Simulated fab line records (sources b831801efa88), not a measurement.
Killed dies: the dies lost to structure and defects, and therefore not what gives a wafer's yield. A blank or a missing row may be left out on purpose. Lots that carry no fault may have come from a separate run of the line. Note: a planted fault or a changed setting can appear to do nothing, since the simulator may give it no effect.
fab line records | flow sky130
record lots=13 wafers=39 last-day=51
route steps=708 shown VIA3@595 METAL4@630 VIA4@647 PAD_OPEN@708
lots that met no fault: taken from a fault-free run of the same line
start-h: start of the lot's first displayed wafer, in hours after the record's first day | wait-h: hours from the lot's prior step to this one | " identical to the entry in the row above | L1.1+2: a single row standing in for several wafers | - no value, or no start given | * or withheld: withheld | < > ~ a bound
route shown NAME@n: a module of which the file shows steps, and the number in the route of the first | usual: mean/standard deviation taken from wafers without a fault | same: alike in all rows | chamber/n: place in a boat | sites: per-site readings | _std_site: their standard deviation | _edge_site: outer sites' mean less inner sites' | radius-mm: how far each site lies from the wafer's centre | mask NAME#n: copy n | behind: tool/chamber where the wafer was last shaped | hold: cause of the lot's hold/its duration in hours/its outcome | device: names the non-switching transistor (n, p or np) | end of line: tests run on the same wafers once the route is complete | where a step has no rows: the recipe by itself | killed: dies that structure and defects cost at the first sort, which is not the same as the wafer's yield | map: the dies of a wafer, with x for killed, . for not killed, _ for no die there
set.NAME: setting as actually run; set.NAME@STEP: the setting as run at that earlier step | model.NAME: the simulator's own value behind a step, which no gauge read
the route's steps for a sample of lots (tables are steps, rows are wafers)
services: when a tool's chamber went out of use (start-h, in hours from the record's first day, below 0 if earlier), for how many hours, and the reason
## steps
# step SKY_VIA3_RS_MEAS_22
# recipe thk-meas-gauge=four-point-probe reads=W_of_VIA3_CVD_21+TiN_of_VIA3_SPUTTER_20
# usual VIA3_W_RS=0.295/0.0031
# columns lot.wafer tool chamber start-h wait-h VIA3_W_RS[ohm/sq]
L100.1 film-metro-02 - 952.00 0.1 0.292
L100.3 " - " " 0.292
L100.5 " - " " 0.288
L995.1 film-metro-04 - 952.12 0.1 0.295
L995.3 " - " " 0.292
L995.5 " - " " 0.296
L998.3 film-metro-04 - 952.45 0.1 0.295
L998.5 " - " " 0.298
L998.6 " - " " 0.291
L997.2 film-metro-04 - 954.70 0.1 0.296
L997.5 " - " " 0.294
L997.6 " - " " 0.296
L101.1 film-metro-04 - 955.08 0.1 0.297
L101.4 " - " " 0.293
L101.6 " - " " 0.296
L102.1 film-metro-03 - 955.77 0.1 0.291
L102.3 " - " " 0.289
L102.6 " - " " 0.289
L104.1 film-metro-04 - 981.97 0.1 0.294
L104.4 " - " " 0.297
L104.6 " - " " 0.295
L110.1 film-metro-04 - 1089.18 0.1 0.298
L110.4 " - " " 0.300
L110.5 " - " " 0.299
L108.2 film-metro-02 - 1089.71 0.2 0.298
L108.5 " - " " 0.297
L108.6 " - " " 0.296
L106.2 film-metro-04 - 1091.92 0.2 0.301
L106.4 " - " " 0.300
L106.6 " - " " 0.304
L111.1 film-metro-03 - 1097.97 0.1 0.297
L111.5 " - " " 0.293
L111.6 " - " " 0.293
L117.2 film-metro-04 - 1100.74 0.1 0.294
L117.4 " - " " 0.290
L117.5 " - " " 0.295
L113.3 film-metro-03 - 1103.11 0.2 0.294
L113.4 " - " " 0.294
L113.5 " - " " 0.291
# step SKY_VIA3_THK_MEAS_23
# recipe thk-meas-gauge=xrf reads=W_of_VIA3_CVD_21
# usual VIA3_W_THK=403/5.5
# columns lot.wafer tool chamber start-h wait-h VIA3_W_THK[nm]
L100.1 film-metro-02 - 952.12 0.1 401
L100.3 " - " " 400
L100.5 " - " " 407
L995.1 film-metro-04 - 952.24 0.1 408
L995.3 " - " " 408
L995.5 " - " " 405
L998.3 film-metro-04 - 952.55 0.1 407
L998.5 " - " " 405
L998.6 " - " " 413
L997.2 film-metro-04 - 954.81 0.1 403
L997.5 " - " " 405
L997.6 " - " " 404
L101.1 film-metro-04 - 955.20 0.1 404
L101.4 " - " " 406
L101.6 " - " " 407
L102.1 film-metro-03 - 955.89 0.1 412
L102.3 " - " " 413
L102.6 " - " " 417
L104.1 film-metro-04 - 982.09 0.1 404
L104.4 " - " " 397
L104.6 " - " " 400
L110.1 film-metro-04 - 1089.30 0.1 399
L110.4 " - " " 397
L110.5 " - " " 397
L108.2 film-metro-02 - 1089.82 0.1 397
L108.5 " - " " 398
L108.6 " - " " 400
L106.2 film-metro-04 - 1092.03 0.1 393
L106.4 " - " " 391
L106.6 " - " " 388
L111.1 film-metro-03 - 1098.09 0.1 397
L111.5 " - " " 402
L111.6 " - " " 401
L117.2 film-metro-04 - 1100.85 0.1 403
L117.4 " - " " 409
L117.5 " - " " 402
L113.3 film-metro-03 - 1103.21 0.1 404
L113.4 " - " " 402
L113.5 " - " " 408
# step SKY_METAL4_OVL_MEAS_14
# usual METAL4_OVL=-1/5.6
# columns lot.wafer tool chamber start-h wait-h METAL4_OVL[nm]
L100.1 overlay-02 - 1001.56 0.1 0
L100.3 " - " " 3
L100.5 " - " " 3
L995.1 overlay-02 - 1001.91 0.1 5
L995.3 " - " " 4
L995.5 " - " " 6
L998.3 overlay-02 - 1002.07 0.1 2
L998.5 " - " " 7
L998.6 " - " " 3
L997.2 overlay-02 - 1004.11 0.1 0
L997.5 " - " " 0
L997.6 " - " " 4
L101.1 overlay-01 - 1004.30 0.1 -7
L101.4 " - " " -11
L101.6 " - " " -13
L102.1 overlay-01 - 1004.46 0.1 -1
L102.3 " - " " 4
L102.6 " - " " 7
L104.1 overlay-02 - 1029.86 0.1 -1
L104.4 " - " " 4
L104.6 " - " " 4
L110.1 overlay-02 - 1130.11 0.1 -13
L110.4 " - " " -6
L110.5 " - " " -9
L108.2 overlay-01 - 1130.61 0.1 -7
L108.5 " - " " -1
L108.6 " - " " -6
L106.2 overlay-02 - 1132.06 0.1 -2
L106.4 " - " " 0
L106.6 " - " " 0
L111.1 overlay-01 - 1137.41 0.1 -3
L111.5 " - " " 2
L111.6 " - " " 2
L117.2 overlay-02 - 1140.66 0.1 2
L117.4 " - " " 4
L117.5 " - " " -2
L113.3 overlay-02 - 1142.79 0.1 2
L113.4 " - " " 8
L113.5 " - " " 4
# step SKY_VIA4_EXPOSE_08
# recipe mask-id=VIM4 na=0.6 source-shape=conventional sigma-outer=0.6 polarization=unpolarized target-cd-nm=800 dose-mj=132
# usual exposure-dose-mJ-cm2=131.98/0.13
# columns lot.wafer tool chamber start-h wait-h mask exposure-dose-mJ-cm2
L100.1 iline-stepper-01 0 1013.79 - VIM4#0 131.94
L100.3 " 0 " " VIM4#0 132.10
L100.5 " 0 " " VIM4#0 132.20
L995.1 iline-stepper-01 0 1014.39 - VIM4#0 131.88
L995.3 " 0 " " VIM4#0 131.87
L995.5 " 0 " " VIM4#0 132.05
L998.3 iline-stepper-01 0 1014.67 - VIM4#0 131.87
L998.5 " 0 " " VIM4#0 131.90
L998.6 " 0 " " VIM4#0 131.86
L997.2 iline-stepper-01 0 1018.44 - VIM4#0 132.03
L997.5 " 0 " " VIM4#0 131.84
L997.6 " 0 " " VIM4#0 131.91
L101.1 iline-stepper-01 0 1018.65 - VIM4#0 131.91
L101.4 " 0 " " VIM4#0 132.03
L101.6 " 0 " " VIM4#0 132.03
L102.1 iline-stepper-01 0 1019.18 - VIM4#0 132.00
L102.3 " 0 " " VIM4#0 131.72
L102.6 " 0 " " VIM4#0 131.76
L104.1 iline-stepper-02 0 1043.81 - VIM4#0 131.84
L104.4 " 0 " " VIM4#0 131.99
L104.6 " 0 " " VIM4#0 132.00
L110.1 iline-stepper-02 0 1142.42 - VIM4#0 132.27
L110.4 " 0 " " VIM4#0 132.17
L110.5 " 0 " " VIM4#0 132.12
L108.2 iline-stepper-01 0 1143.28 - VIM4#0 131.92
L108.5 " 0 " " VIM4#0 132.03
L108.6 " 0 " " VIM4#0 131.96
L106.2 iline-stepper-02 0 1144.23 - VIM4#0 129.73
L106.4 " 0 " " VIM4#0 129.69
L106.6 " 0 " " VIM4#0 129.72
L111.1 iline-stepper-02 0 1147.58 - VIM4#0 129.75
L111.5 " 0 " " VIM4#0 129.81
L111.6 " 0 " " VIM4#0 129.59
L117.2 iline-stepper-01 0 1150.48 - VIM4#0 131.94
L117.4 " 0 " " VIM4#0 131.84
L117.5 " 0 " " VIM4#0 132.14
L113.3 iline-stepper-02 0 1152.70 - VIM4#0 129.64
L113.4 " 0 " " VIM4#0 129.77
L113.5 " 0 " " VIM4#0 129.61
# step SKY_PAD_OPEN_PROBE_99
# usual defect-limited-yield=82.5/2 killed_at_M0_to_M3=42/7.3 killed_at_M4_up=3.4/2 killed-at-contacts=24/5.6 killed-at-front-end=16/4.5 killed-at-other=0.2/0.51 killed-dies=86/9.8 killed-open=46/7 killed-short=40/6.7 sort_bin_3_pad_short=0.9/0.42 sort_bin_5_function=10.3/1.5 sort_bin_6_memory=6.3/1.3 sort-n-pass=406/9.8 sort-yield-pct=82.5/2
# same gross-dies=492 killed-at-back-side=0 sort_bin_4_leakage[%]=0 sort_bin_8_speed[%]=0
# columns lot.wafer tool chamber start-h wait-h defect-limited-yield[%] killed_at_M0_to_M3 killed_at_M4_up killed-at-contacts killed-at-front-end killed-at-other killed-dies killed-open killed-short sort_bin_3_pad_short[%] sort_bin_5_function[%] sort_bin_6_memory[%] sort-n-pass sort-yield-pct[%]
L995.1 prober-02 - 1103.25 0.3 82.7 45 2 26 12 0 85 43 42 1.2 9.3 6.7 407 82.7
L995.3 prober-02 - 1103.35 0.3 82.3 42 4 21 20 0 87 42 45 0.8 11.6 5.3 405 82.3
L995.5 prober-02 - 1103.45 0.4 85.0 38 2 24 10 0 74 41 33 0.6 9.8 4.7 418 85.0
L106.2 prober-01 - 1213.06 0.1 84.3 28 6 26 16 1 77 42 35 0.8 7.9 6.9 415 84.3
L106.4 prober-01 - 1213.16 0.2 81.5 47 7 28 9 0 91 46 44 1.0 12.0 5.5 401 81.5
L106.6 prober-01 - 1213.26 0.2 81.3 48 5 25 14 0 92 46 46 0.6 10.2 7.9 400 81.3
L111.1 prober-02 - 1214.51 0.1 85.4 28 1 31 12 0 72 40 32 0.4 8.3 5.9 420 85.4
L111.5 prober-02 - 1214.71 0.2 83.5 43 3 23 12 0 81 42 39 1.2 10.8 4.5 411 83.5
L111.6 prober-02 - 1214.76 0.2 82.1 43 3 25 17 0 88 51 37 0.8 9.8 7.3 404 82.1
L117.2 prober-01 - 1217.29 0.1 82.1 45 3 24 16 0 88 43 45 1.4 8.5 7.9 404 82.1
L117.4 prober-01 - 1217.39 0.2 83.1 41 2 28 11 1 83 39 44 1.0 10.4 5.5 409 83.1
L117.5 prober-01 - 1217.44 0.2 80.3 43 7 24 22 1 97 47 49 1.8 10.4 7.5 395 80.3
L113.3 prober-02 - 1222.03 0.2 81.7 35 3 33 19 0 90 47 43 0.8 12.4 5.1 402 81.7
L113.4 prober-02 - 1222.08 0.2 86.2 29 3 19 17 0 68 21 47 1.0 8.3 4.5 424 86.2
L113.5 prober-02 - 1222.13 0.2 85.4 41 3 19 9 0 72 40 32 0.8 8.5 5.3 420 85.4
# killed by level:class
L995.1 VIA1:geometric-particle:open=13 CONTACT:geometric-particle:open=11 CONTACT:geometric-particle:short=6 VIA1:geometric-particle:short=6 POLY_GATE:geometric-particle:short=5 METAL2:geometric-particle:short=5 LI_CONTACT:geometric-particle:open=4 LOCAL_INTERCONNECT:geometric-particle:short=4
L995.3 VIA1:geometric-particle:open=10 CONTACT:geometric-particle:open=9 VIA3:geometric-particle:open=7 CONTACT:geometric-particle:short=6 METAL1:geometric-particle:short=6 METAL2:geometric-particle:short=6 FIELD_ISO:geometric-particle:short=5 POLY_GATE:geometric-particle:open=4
L995.5 CONTACT:geometric-particle:open=17 METAL2:geometric-particle:short=9 VIA1:geometric-particle:open=9 VIA1:geometric-particle:short=6 POLY_GATE:geometric-particle:short=4 LI_CONTACT:geometric-particle:open=4 VIA3:geometric-particle:short=3 METAL1:geometric-particle:short=3
L106.2 LI_CONTACT:geometric-particle:open=8 CONTACT:geometric-particle:open=8 VIA1:geometric-particle:open=8 VIA2:geometric-particle:open=7 POLY_GATE:geometric-particle:short=6 CONTACT:geometric-particle:short=5 FIELD_ISO:geometric-particle:short=4 POLY_GATE:geometric-particle:open=4
L106.4 VIA1:geometric-particle:open=11 VIA3:geometric-particle:open=9 LI_CONTACT:geometric-particle:open=7 VIA2:geometric-particle:open=7 LOCAL_INTERCONNECT:geometric-particle:short=6 LI_CONTACT:geometric-particle:short=5 CONTACT:geometric-particle:short=5 CONTACT:geometric-particle:open=4
L106.6 CONTACT:geometric-particle:open=11 VIA2:geometric-particle:open=10 LI_CONTACT:geometric-particle:open=8 VIA1:geometric-particle:short=6 VIA1:geometric-particle:open=6 METAL2:geometric-particle:short=6 VIA3:geometric-particle:short=6 METAL1:geometric-particle:short=5
L111.1 LI_CONTACT:geometric-particle:open=11 CONTACT:geometric-particle:open=8 VIA1:geometric-particle:open=8 LOCAL_INTERCONNECT:geometric-particle:short=4 CONTACT:geometric-particle:short=4 METAL1:geometric-particle:short=4 FIELD_ISO:geometric-particle:open=3 LI_CONTACT:geometric-particle:short=3
L111.5 VIA3:geometric-particle:open=9 CONTACT:geometric-particle:open=9 VIA1:geometric-particle:open=9 VIA3:geometric-particle:short=5 METAL2:geometric-particle:short=5 VIA2:geometric-particle:open=5 LI_CONTACT:geometric-particle:short=4 LOCAL_INTERCONNECT:geometric-particle:short=4
L111.6 VIA1:geometric-particle:open=12 METAL2:geometric-particle:short=9 LI_CONTACT:geometric-particle:open=8 LOCAL_INTERCONNECT:geometric-particle:short=6 CONTACT:geometric-particle:open=6 VIA2:geometric-particle:open=5 VIA3:geometric-particle:short=5 VIA3:geometric-particle:open=5
L117.2 VIA1:geometric-particle:open=8 CONTACT:geometric-particle:open=7 CONTACT:geometric-particle:short=7 METAL2:geometric-particle:short=6 VIA2:geometric-particle:open=6 VIA3:geometric-particle:open=6 VIA1:geometric-particle:short=5 FIELD_ISO:geometric-particle:open=4
L117.4 CONTACT:geometric-particle:open=10 VIA2:geometric-particle:open=8 CONTACT:geometric-particle:short=7 VIA1:geometric-particle:open=7 METAL3:geometric-particle:short=7 LI_CONTACT:geometric-particle:short=5 LI_CONTACT:geometric-particle:open=5 METAL1:geometric-particle:short=5
L117.5 CONTACT:geometric-particle:open=13 METAL1:geometric-particle:short=8 VIA3:geometric-particle:open=7 POLY_GATE:geometric-particle:open=7 VIA1:geometric-particle:open=7 VIA2:geometric-particle:open=5 VIA1:geometric-particle:short=5 METAL2:geometric-particle:short=5
L113.3 LI_CONTACT:geometric-particle:open=11 METAL2:geometric-particle:short=6 POLY_GATE:geometric-particle:short=6 VIA3:geometric-particle:open=6 LOCAL_INTERCONNECT:geometric-particle:short=6 VIA1:geometric-particle:open=6 CONTACT:geometric-particle:short=5 CONTACT:geometric-particle:open=5
L113.4 LOCAL_INTERCONNECT:geometric-particle:short=6 METAL2:geometric-particle:short=6 FIELD_ISO:geometric-particle:short=5 CONTACT:geometric-particle:short=5 POLY_GATE:geometric-particle:short=4 LI_CONTACT:geometric-particle:open=4 METAL3:geometric-particle:short=4 METAL1:geometric-particle:short=3
L113.5 METAL2:geometric-particle:short=8 VIA1:geometric-particle:open=7 LI_CONTACT:geometric-particle:open=7 VIA1:geometric-particle:short=7 FIELD_ISO:geometric-particle:open=6 VIA2:geometric-particle:open=5 CONTACT:geometric-particle:open=4 CONTACT:geometric-particle:short=4
## services
# columns tool chamber start-h hours kind
iline-stepper-02 - 1010.41 8.9 repair
iline-stepper-01 0 1049.36 - calibration
iline-stepper-02 - 1053.66 7.4 repair
iline-stepper-01 - 1092.85 13.0 repair
iline-stepper-01 - 1115.28 1.7 pm
iline-stepper-01 - 1137.83 0.8 repair
## key
first-sign step=SKY_VIA4_EXPOSE_08 reading=exposure-dose-mJ-cm2 direction=down sigmas=17 usual=* struck=*
effect none on later readings
met-at SKY_VIA4_EXPOSE_08
struck-lots L106,L111,L113
not-acting-at SKY_VIA3_RS_MEAS_22,SKY_VIA3_THK_MEAS_23,SKY_METAL4_OVL_MEAS_14
onset-between 1142.42 1144.23
fault kind=process-parameter-drift tool=iline-stepper-02 chamber=- onset-h=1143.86 steps=SKY_VIA4_EXPOSE_08 channel=dose-mj offset=-2.3133 shape=step acts-in=these-recipes-only stated=132
